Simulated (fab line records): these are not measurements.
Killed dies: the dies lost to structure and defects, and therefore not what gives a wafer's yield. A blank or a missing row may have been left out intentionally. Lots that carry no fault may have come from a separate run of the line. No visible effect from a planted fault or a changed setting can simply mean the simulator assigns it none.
8D (eight disciplines) problem report, filled in by code -- flow sfq line -- the parts of the form that need people (team, actions taken, sign-off) are left out

1. PROBLEM STATEMENT
JJ_NB_RS at SFQ_JJ_RS_MEAS_929 reads a mean of 1.358 ohm/sq on 1 wafer of 1 lot; wafers without a fault read 1.047 ohm/sq with a standard deviation of 0.011. That is +28 standard deviations from the usual mean.
The step: measures by four-point-probe.
Seen first at day 64 01:04 on film metro-02, wafer L596.3. The record holds 39 wafers of 13 lots with a number at this step. Rule for "out", or "out of limits": more than 4 standard deviations from the usual mean. The other wafers with a number count as sound.

2. WHAT IT IS, AND WHAT IT ISN'T
question,is,is not
which readings at this step,JJ_NB_RS,-
which lots,L596,"L585, L586, L587, L588, L589, L590, L591, L593, L594, L605, L606, L607"
which wafers of those lots,L596.3,"L596.5, L596.6"
read on which gauges,film metro-02,"film metro-01, film metro-04"
when,from day 64 01:04,"up to then (29 sound wafers); but 9 sound wafers of L605, L606, L607 came after"

3. WHAT RULES OUT EACH SUSPECT
Counting: if a tool at a process step up to the reading ran every lot that is out, it stays a suspect. Sound lots after the first of them don't rule it out here, since some wafers of a struck lot are sound.
- the gauge at SFQ_JJ_RS_MEAS_929: ruled out. All the wafers that are out were read on film metro-02, but those of them that SFQ_TRILAYER_JJ_TRILAYER_DEP_SPUTTER_112 has rows for are out there too, on other tools.
- film metro-04 at SFQ_TRILAYER_I3_METRO_MEASURE_083: kept. The lot that is out, L596, ran on it at day 49 19:23; the last sound lot it ran before that was L594, at day 49 08:11.
- pvd sputter-04 at SFQ_TRILAYER_JJ_TRILAYER_DEP_SPUTTER_112 (material Nb, target thk 170 nm, time 113.3 s): kept. The lot that is out, L596, ran on it at day 64 00:57; the last sound lot it ran before that was L594, at day 63 05:45. On those wafers its own readings are out: cathode dc power W.
Left after counting: film metro-04 at SFQ_TRILAYER_I3_METRO_MEASURE_083, pvd sputter-04 at SFQ_TRILAYER_JJ_TRILAYER_DEP_SPUTTER_112.

4. THE CAUSE (what the simulator had put in)
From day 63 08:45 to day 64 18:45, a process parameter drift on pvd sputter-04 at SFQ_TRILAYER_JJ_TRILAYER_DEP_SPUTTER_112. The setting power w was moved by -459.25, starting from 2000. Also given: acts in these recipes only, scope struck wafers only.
After counting, 2 suspects remain, this tool included.

5. SEQUENCE OF EFFECTS, ordered by route
Each row: a reading whose mean over the struck wafers that have a number lies more than 3 standard deviations from the usual. Only readings for which the record gives a usual standard deviation are gone through. hours: the time from each lot's start at the first step in this table that gives one to its start at this step, as a median over the lots. sigmas: the change in usual standard deviations.
hours,step,reading,usual,on struck wafers,change,sigmas
0,SFQ_TRILAYER_JJ_TRILAYER_DEP_SPUTTER_112,cathode dc power W,2000.0 W,1540.6,-459.4,-99 or more
0,SFQ_JJ_RS_MEAS_929,JJ_NB_RS,1.047 ohm/sq,1.358,+0.311,+28
59,SFQ_TRILAYER_JJ_CE_ETCH_RIE_118,oes product au,0.990 a.u.,0.858,-0.132,-22
Process steps it contains:
- SFQ_TRILAYER_JJ_TRILAYER_DEP_SPUTTER_112: material Nb, target thk 170 nm, time 113.3 s.
- SFQ_TRILAYER_JJ_CE_ETCH_RIE_118: chemistry SF6, target Nb, stops on Al2O3, time 97.7 s, target depth 170 nm.

6. HOW IT WOULD HAVE BEEN CAUGHT EARLIER
In this record the first reading out of limits at a measuring or inspecting step was taken at day 64 01:04, 16 hours after the fault began at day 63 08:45.
Tool's own readings at SFQ_TRILAYER_JJ_TRILAYER_DEP_SPUTTER_112, cathode dc power W: out on all struck wafers the step has rows for; an alarm limit on them would have tripped on the first.
Each of the lots that are out, 1 in all, had begun SFQ_TRILAYER_JJ_TRILAYER_DEP_SPUTTER_112 on pvd sputter-04 no later than day 64 01:04. Had the tool been put on hold then, not one of them would have been saved.
